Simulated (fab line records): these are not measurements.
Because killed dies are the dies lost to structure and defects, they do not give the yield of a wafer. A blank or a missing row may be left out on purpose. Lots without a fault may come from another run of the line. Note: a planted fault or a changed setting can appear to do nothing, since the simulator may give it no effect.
The tool behind it: which one? || flow sky130 || Sampling: 11 lots, 33 wafers, 4 of 708 route steps

## WHAT EACH GAUGE READ, for each wafer
No reading from a measuring or inspecting step in the record can be judged against a usual standard deviation.

## EACH LOT AND THE TOOL THAT RAN IT (in order: tool; ch and the chambers of the sampled wafers; start)
{"lot": "L897", "SKY_METAL4_STRIP_19": "plasmaAsher-02 ch 0,1, day 42 00:22", "SKY_METAL5_SPUTTER_01": "pvdSputter-01, day 43 02:50", "SKY_METAL5_SPUTTER_03": "pvdSputter-01, day 43 02:55", "SKY_METAL5_DESCUM_14": "rieMetal-02 ch 0,1, day 44 01:40"}
{"lot": "L898", "SKY_METAL4_STRIP_19": "plasmaAsher-02 ch 0,1, day 42 15:42", "SKY_METAL5_SPUTTER_01": "pvdSputter-03, day 43 17:28", "SKY_METAL5_SPUTTER_03": "pvdSputter-03, day 43 17:33", "SKY_METAL5_DESCUM_14": "rieMetal-02 ch 0,1, day 44 16:07"}
{"lot": "L899", "SKY_METAL4_STRIP_19": "plasmaAsher-01 ch 0,1, day 42 19:31", "SKY_METAL5_SPUTTER_01": "pvdSputter-01, day 43 21:02", "SKY_METAL5_SPUTTER_03": "pvdSputter-01, day 43 21:07", "SKY_METAL5_DESCUM_14": "rieMetal-04 ch 0,1, day 44 19:17"}
{"lot": "L903", "SKY_METAL4_STRIP_19": "plasmaAsher-02 ch 0,1, day 43 22:32", "SKY_METAL5_SPUTTER_01": "pvdSputter-01, day 44 23:06", "SKY_METAL5_SPUTTER_03": "pvdSputter-01, day 44 23:11", "SKY_METAL5_DESCUM_14": "rieMetal-02 ch 0,1, day 45 20:46"}
{"lot": "L904", "SKY_METAL4_STRIP_19": "plasmaAsher-04 ch 0,1, day 44 05:02", "SKY_METAL5_SPUTTER_01": "pvdSputter-01, day 45 04:46", "SKY_METAL5_SPUTTER_03": "pvdSputter-01, day 45 04:51", "SKY_METAL5_DESCUM_14": "rieMetal-04 ch 0,1, day 46 00:43"}
{"lot": "L906", "SKY_METAL4_STRIP_19": "plasmaAsher-02 ch 1, day 44 18:14", "SKY_METAL5_SPUTTER_01": "pvdSputter-03, day 45 18:35", "SKY_METAL5_SPUTTER_03": "pvdSputter-03, day 45 18:40", "SKY_METAL5_DESCUM_14": "rieMetal-04 ch 0,1, day 46 15:01"}
{"lot": "L915", "SKY_METAL4_STRIP_19": "plasmaAsher-02 ch 0,1, day 47 13:23", "SKY_METAL5_SPUTTER_01": "pvdSputter-01, day 48 10:55", "SKY_METAL5_SPUTTER_03": "pvdSputter-01, day 48 10:59", "SKY_METAL5_DESCUM_14": "rieMetal-02 ch 0,1, day 49 04:37"}
{"lot": "L916", "SKY_METAL4_STRIP_19": "plasmaAsher-02 ch 0,1, day 47 14:13", "SKY_METAL5_SPUTTER_01": "pvdSputter-02, day 48 11:40", "SKY_METAL5_SPUTTER_03": "pvdSputter-02, day 48 11:44", "SKY_METAL5_DESCUM_14": "rieMetal-03 ch 0,1, day 49 05:49"}
{"lot": "L917", "SKY_METAL4_STRIP_19": "plasmaAsher-04 ch 0,1, day 47 17:15", "SKY_METAL5_SPUTTER_01": "pvdSputter-01, day 48 14:50", "SKY_METAL5_SPUTTER_03": "pvdSputter-01, day 48 14:55", "SKY_METAL5_DESCUM_14": "rieMetal-03 ch 0,1, day 49 08:22"}
{"lot": "L918", "SKY_METAL4_STRIP_19": "plasmaAsher-01 ch 0,1, day 47 23:08", "SKY_METAL5_SPUTTER_01": "pvdSputter-01, day 48 19:24", "SKY_METAL5_SPUTTER_03": "pvdSputter-01, day 48 19:29", "SKY_METAL5_DESCUM_14": "rieMetal-03 ch 0,1, day 49 13:17"}
{"lot": "L919", "SKY_METAL4_STRIP_19": "plasmaAsher-04 ch 1, day 47 23:40", "SKY_METAL5_SPUTTER_01": "pvdSputter-03, day 48 20:23", "SKY_METAL5_SPUTTER_03": "pvdSputter-03, day 48 20:28", "SKY_METAL5_DESCUM_14": "rieMetal-02 ch 1, day 49 14:35"}
- SKY_METAL4_STRIP_19: strips in O2/N2.
- SKY_METAL5_SPUTTER_01: material TiN, target thk 20 nm, time 16.7 s.
- SKY_METAL5_SPUTTER_03: material Ti, target thk 5 nm, time 3.3 s.
- SKY_METAL5_DESCUM_14: chemistry O2, time 11 s.

## WHAT THE TOOLS THEMSELVES READ (means of the sampled wafers that have a number; where no wafer has one, the mark that the record gives instead)
SKY_METAL4_STRIP_19. Usual: drypumpMotorCurrentA 5.8 A, standard deviation 0.51; oesProductAu 0.500 a.u., standard deviation 0.0056; stripTimeToEndpointS 6.46 s, standard deviation 0.059.
{"lot": "L897", "tool": "plasmaAsher-02", "drypumpMotorCurrentA (A)": 5.4, "oesProductAu (a.u.)": 0.499, "stripTimeToEndpointS (s)": 6.51, "flag": ""}
{"lot": "L898", "tool": "plasmaAsher-02", "drypumpMotorCurrentA (A)": 5.5, "oesProductAu (a.u.)": 0.501, "stripTimeToEndpointS (s)": 6.41, "flag": ""}
{"lot": "L899", "tool": "plasmaAsher-01", "drypumpMotorCurrentA (A)": 6.5, "oesProductAu (a.u.)": 0.505, "stripTimeToEndpointS (s)": 6.52, "flag": ""}
{"lot": "L903", "tool": "plasmaAsher-02", "drypumpMotorCurrentA (A)": 5.4, "oesProductAu (a.u.)": 0.499, "stripTimeToEndpointS (s)": 6.45, "flag": ""}
{"lot": "L904", "tool": "plasmaAsher-04", "drypumpMotorCurrentA (A)": 5.5, "oesProductAu (a.u.)": 0.503, "stripTimeToEndpointS (s)": 6.50, "flag": ""}
{"lot": "L906", "tool": "plasmaAsher-02", "drypumpMotorCurrentA (A)": 5.7, "oesProductAu (a.u.)": 0.499, "stripTimeToEndpointS (s)": 6.55, "flag": ""}
{"lot": "L915", "tool": "plasmaAsher-02", "drypumpMotorCurrentA (A)": 5.6, "oesProductAu (a.u.)": 0.504, "stripTimeToEndpointS (s)": 6.49, "flag": ""}
{"lot": "L916", "tool": "plasmaAsher-02", "drypumpMotorCurrentA (A)": 5.6, "oesProductAu (a.u.)": 0.504, "stripTimeToEndpointS (s)": 6.52, "flag": ""}
{"lot": "L917", "tool": "plasmaAsher-04", "drypumpMotorCurrentA (A)": 5.3, "oesProductAu (a.u.)": 0.497, "stripTimeToEndpointS (s)": 6.50, "flag": ""}
{"lot": "L918", "tool": "plasmaAsher-01", "drypumpMotorCurrentA (A)": 6.6, "oesProductAu (a.u.)": 0.501, "stripTimeToEndpointS (s)": 6.47, "flag": ""}
{"lot": "L919", "tool": "plasmaAsher-04", "drypumpMotorCurrentA (A)": 5.2, "oesProductAu (a.u.)": 0.500, "stripTimeToEndpointS (s)": 6.44, "flag": ""}

SKY_METAL5_SPUTTER_01. Usual: cathodeDcPowerW 6500.1 W, standard deviation 1.1; throttleValvePct 29.6 %, standard deviation 1.
{"lot": "L897", "tool": "pvdSputter-01", "cathodeDcPowerW (W)": 6499.4, "throttleValvePct (%)": 29.2, "flag": ""}
{"lot": "L898", "tool": "pvdSputter-03", "cathodeDcPowerW (W)": 6499.6, "throttleValvePct (%)": 30.2, "flag": ""}
{"lot": "L899", "tool": "pvdSputter-01", "cathodeDcPowerW (W)": 6499.3, "throttleValvePct (%)": 28.6, "flag": ""}
{"lot": "L903", "tool": "pvdSputter-01", "cathodeDcPowerW (W)": 6498.9, "throttleValvePct (%)": 29.1, "flag": ""}
{"lot": "L904", "tool": "pvdSputter-01", "cathodeDcPowerW (W)": 6500.7, "throttleValvePct (%)": 29.0, "flag": ""}
{"lot": "L906", "tool": "pvdSputter-03", "cathodeDcPowerW (W)": 6499.7, "throttleValvePct (%)": 30.7, "flag": ""}
{"lot": "L915", "tool": "pvdSputter-01", "cathodeDcPowerW (W)": 6500.8, "throttleValvePct (%)": 29.7, "flag": ""}
{"lot": "L916", "tool": "pvdSputter-02", "cathodeDcPowerW (W)": 6500.1, "throttleValvePct (%)": 29.9, "flag": ""}
{"lot": "L917", "tool": "pvdSputter-01", "cathodeDcPowerW (W)": 6499.3, "throttleValvePct (%)": 29.4, "flag": ""}
{"lot": "L918", "tool": "pvdSputter-01", "cathodeDcPowerW (W)": 6499.7, "throttleValvePct (%)": 29.2, "flag": ""}
{"lot": "L919", "tool": "pvdSputter-03", "cathodeDcPowerW (W)": 6499.3, "throttleValvePct (%)": 30.5, "flag": ""}

SKY_METAL5_SPUTTER_03. Usual: cathodeDcPowerW 3000.0 W, standard deviation 0.54; throttleValvePct 29.6 %, standard deviation 1.
{"lot": "L897", "tool": "pvdSputter-01", "cathodeDcPowerW (W)": 3000.1, "throttleValvePct (%)": 29.3, "flag": ""}
{"lot": "L898", "tool": "pvdSputter-03", "cathodeDcPowerW (W)": 2999.7, "throttleValvePct (%)": 30.3, "flag": ""}
{"lot": "L899", "tool": "pvdSputter-01", "cathodeDcPowerW (W)": 3000.0, "throttleValvePct (%)": 28.7, "flag": ""}
{"lot": "L903", "tool": "pvdSputter-01", "cathodeDcPowerW (W)": 3000.3, "throttleValvePct (%)": 29.2, "flag": ""}
{"lot": "L904", "tool": "pvdSputter-01", "cathodeDcPowerW (W)": 3000.2, "throttleValvePct (%)": 28.9, "flag": ""}
{"lot": "L906", "tool": "pvdSputter-03", "cathodeDcPowerW (W)": 3000.1, "throttleValvePct (%)": 30.8, "flag": ""}
{"lot": "L915", "tool": "pvdSputter-01", "cathodeDcPowerW (W)": 3000.2, "throttleValvePct (%)": 29.8, "flag": ""}
{"lot": "L916", "tool": "pvdSputter-02", "cathodeDcPowerW (W)": 3000.5, "throttleValvePct (%)": 29.9, "flag": ""}
{"lot": "L917", "tool": "pvdSputter-01", "cathodeDcPowerW (W)": 3000.7, "throttleValvePct (%)": 29.5, "flag": ""}
{"lot": "L918", "tool": "pvdSputter-01", "cathodeDcPowerW (W)": 2999.4, "throttleValvePct (%)": 29.3, "flag": ""}
{"lot": "L919", "tool": "pvdSputter-03", "cathodeDcPowerW (W)": 2999.8, "throttleValvePct (%)": 30.4, "flag": ""}

SKY_METAL5_DESCUM_14. Usual: drypumpMotorCurrentA 5.7 A, standard deviation 0.58; oesProductAu 1.002 a.u., standard deviation 0.01.
{"lot": "L897", "tool": "rieMetal-02", "drypumpMotorCurrentA (A)": 6.2, "oesProductAu (a.u.)": 1.011, "flag": ""}
{"lot": "L898", "tool": "rieMetal-02", "drypumpMotorCurrentA (A)": 6.2, "oesProductAu (a.u.)": 0.997, "flag": ""}
{"lot": "L899", "tool": "rieMetal-04", "drypumpMotorCurrentA (A)": 6.2, "oesProductAu (a.u.)": 0.995, "flag": ""}
{"lot": "L903", "tool": "rieMetal-02", "drypumpMotorCurrentA (A)": 6.0, "oesProductAu (a.u.)": 1.010, "flag": ""}
{"lot": "L904", "tool": "rieMetal-04", "drypumpMotorCurrentA (A)": 6.2, "oesProductAu (a.u.)": 0.996, "flag": ""}
{"lot": "L906", "tool": "rieMetal-04", "drypumpMotorCurrentA (A)": 6.2, "oesProductAu (a.u.)": 0.994, "flag": ""}
{"lot": "L915", "tool": "rieMetal-02", "drypumpMotorCurrentA (A)": 6.0, "oesProductAu (a.u.)": 1.012, "flag": ""}
{"lot": "L916", "tool": "rieMetal-03", "drypumpMotorCurrentA (A)": 5.1, "oesProductAu (a.u.)": 1.011, "flag": ""}
{"lot": "L917", "tool": "rieMetal-03", "drypumpMotorCurrentA (A)": 5.0, "oesProductAu (a.u.)": 1.008, "flag": ""}
{"lot": "L918", "tool": "rieMetal-03", "drypumpMotorCurrentA (A)": 5.0, "oesProductAu (a.u.)": 1.010, "flag": ""}
{"lot": "L919", "tool": "rieMetal-02", "drypumpMotorCurrentA (A)": 6.3, "oesProductAu (a.u.)": 1.009, "flag": ""}

## THE ANSWER, worked out from the rows above alone
Rule: a lot is off if the mean of its wafers that have a number lies more than 3 standard deviations from the usual mean. Also off: a lot with no number at a reading for which 4 or more lots have one. The other lots that the step has rows for count as sound. First the gauges in route order, then the tools' own readings, where a lot's mean is used as printed above. The first step at which some lot is off is used, and at that step the reading that is off furthest; a lot without a number counts as furthest.
Nothing can be told from this: no lot is off at any reading shown.

## WHAT THE SIMULATOR HAD PUT IN
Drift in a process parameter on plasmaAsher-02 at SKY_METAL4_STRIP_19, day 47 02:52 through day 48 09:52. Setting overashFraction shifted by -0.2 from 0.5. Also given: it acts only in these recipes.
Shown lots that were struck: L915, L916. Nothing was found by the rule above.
